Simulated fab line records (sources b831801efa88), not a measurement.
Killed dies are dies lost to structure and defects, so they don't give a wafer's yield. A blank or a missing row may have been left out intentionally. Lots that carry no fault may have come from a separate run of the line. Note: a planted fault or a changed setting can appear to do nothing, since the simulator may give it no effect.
What tool caused it? | flow sky130 | 36 wafers sampled from 12 lots at 1 step of a route of 708

== WHAT THE GAUGES SHOWED, per wafer ==
SKY_SD_N_OVL_MEAS_08. Usual: SD_N_OVL typically reads -1.1 nm, with standard deviation 1.2.
lot  | measured     | on         | SD_N_OVL (nm)  | flag
L600 | day 28 17:17 | overlay-01 | -0.2 -1.4 -1.4 |
L601 | day 29 02:59 | overlay-01 | 0.2 0.9 -0.1   |
L603 | day 29 13:40 | overlay-01 | -0.8 -1.1 1.1  |
L605 | day 30 07:22 | overlay-01 | -3.3 -3.6 -3.2 |
L606 | day 30 14:01 | overlay-01 | -0.5 -2.1 -1.8 |
L607 | day 30 22:19 | overlay-02 | 0.4 -0.9 -2.6  |
L608 | day 31 15:06 | overlay-01 | -1.1 -2.5 -2.2 |
L617 | day 34 04:08 | overlay-02 | -0.9 -1.3 -1.9 |
L618 | day 34 14:34 | overlay-02 | 0.8 -0.1 1.0   |
L619 | day 34 20:03 | overlay-02 | -0.2 -1.0 -0.9 |
L620 | day 35 02:15 | overlay-01 | -3.5 -2.2 -1.7 |
L621 | day 35 23:22 | overlay-02 | -1.5 -1.3 -0.5 |

== TOOL THAT RAN EACH LOT (tool first, then ch and the chambers of the sampled wafers, then the start) ==
Record: no process step prior to these readings.

== WHAT THE TOOLS THEMSELVES READ (means of the sampled wafers that have a number; where no wafer has one, the mark that the record gives instead) ==
The record holds no such reading with a usual standard deviation.

== THE ANSWER, worked out from the rows above alone ==
Rule: lot off if the mean of its wafers having a number is beyond 3 standard deviations from the usual mean. A lot without any number at a reading at which 4 lots or more have one is off too. All remaining lots with rows at the step are treated as sound. First the gauges in route order, then the tools' own readings, where a lot's mean is used as printed above. At the first step where some lot is off, the reading lying furthest off is the one used; lots without a number count as furthest.
No lot is off on any of the readings shown, so nothing can be concluded from this.

== WHAT THE SIMULATOR PUT IN ==
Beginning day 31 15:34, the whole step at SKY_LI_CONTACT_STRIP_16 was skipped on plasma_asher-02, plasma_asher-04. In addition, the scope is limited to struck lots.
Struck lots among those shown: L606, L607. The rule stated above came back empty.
